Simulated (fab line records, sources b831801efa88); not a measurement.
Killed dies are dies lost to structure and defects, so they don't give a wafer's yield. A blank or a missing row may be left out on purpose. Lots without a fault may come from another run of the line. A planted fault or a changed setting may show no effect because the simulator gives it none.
Split-lot experiment | flow gf180mcu | 5 lots, 23 wafers read, on a route of 602 steps

THE SPLIT
At GF_V3_SPUTTER_22 (material TiN, target thk 10 nm, time 40 s), the setting chamber_pressure_pa was moved away from the recipe's 5 Pa on 10 of the 23 wafers read, by -7.8% to +9.4%. The other wafers ran this setting at the recipe's value.

The reading is taken at the split's own step.

THE READING
TiN_of_V3_SPUTTER_22.thk_nm (the simulator's own value, which no gauge read), in nm, at GF_V3_SPUTTER_22 (material TiN, target thk 10 nm, time 40 s). The file gives no usual value for it. The 13 wafers here that ran the recipe average 10.145 nm, standard deviation 0.19 nm.

wafer  | tool, chamber at the split | chamber_pressure_pa as run, Pa | against the recipe | TiN_of_V3_SPUTTER_22.thk_nm, nm | against lot-mates on the recipe
L076.3 | pvd_sputter-03, -          | 5                              | recipe             | 10.34                           | -
L076.4 | pvd_sputter-03, -          | 5                              | recipe             | 10.53                           | -
L076.6 | pvd_sputter-03, -          | 5                              | recipe             | 10.32                           | -
L078.1 | pvd_sputter-04, -          | 5                              | recipe             | 9.958                           | -
L078.2 | pvd_sputter-04, -          | 5                              | recipe             | 9.888                           | -
L078.4 | pvd_sputter-04, -          | 5                              | recipe             | 10.01                           | -
L078.5 | pvd_sputter-04, -          | 5                              | recipe             | 9.943                           | -
L078.6 | pvd_sputter-04, -          | 5                              | recipe             | 9.956                           | -
L079.1 | pvd_sputter-02, -          | 5.471                          | +9.4%              | 9.321                           | no lot-mate on the recipe
L079.2 | pvd_sputter-02, -          | 5.471                          | +9.4%              | 9.245                           | no lot-mate on the recipe
L079.3 | pvd_sputter-02, -          | 5.471                          | +9.4%              | 9.137                           | no lot-mate on the recipe
L079.4 | pvd_sputter-02, -          | 5.471                          | +9.4%              | 9.337                           | no lot-mate on the recipe
L079.6 | pvd_sputter-02, -          | 5.471                          | +9.4%              | 9.293                           | no lot-mate on the recipe
L080.1 | pvd_sputter-04, -          | 4.611                          | -7.8%              | 10.84                           | no lot-mate on the recipe
L080.2 | pvd_sputter-04, -          | 4.611                          | -7.8%              | 10.89                           | no lot-mate on the recipe
L080.5 | pvd_sputter-04, -          | 4.611                          | -7.8%              | 10.89                           | no lot-mate on the recipe
L080.4 | pvd_sputter-04, -          | 4.611                          | -7.8%              | 11.01                           | no lot-mate on the recipe
L080.6 | pvd_sputter-04, -          | 4.611                          | -7.8%              | 10.88                           | no lot-mate on the recipe
L083.1 | pvd_sputter-02, -          | 5                              | recipe             | 10.02                           | -
L083.2 | pvd_sputter-02, -          | 5                              | recipe             | 10.08                           | -
L083.3 | pvd_sputter-02, -          | 5                              | recipe             | 10.33                           | -
L083.5 | pvd_sputter-02, -          | 5                              | recipe             | 10.22                           | -
L083.6 | pvd_sputter-02, -          | 5                              | recipe             | 10.29                           | -

THE FIT
A straight line over all 23 wafers: TiN_of_V3_SPUTTER_22.thk_nm changes by -0.095 nm for each +1% of chamber_pressure_pa; r = -0.96; the points scatter about the line by 0.16 nm.
Too few moved wafers have a lot-mate on the recipe to fit a line with each lot's own level taken away.

THE FILE'S OWN FIT
TiN_of_V3_SPUTTER_22.thk_nm changes by -0.0949 nm for each +1% of chamber_pressure_pa, r = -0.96.
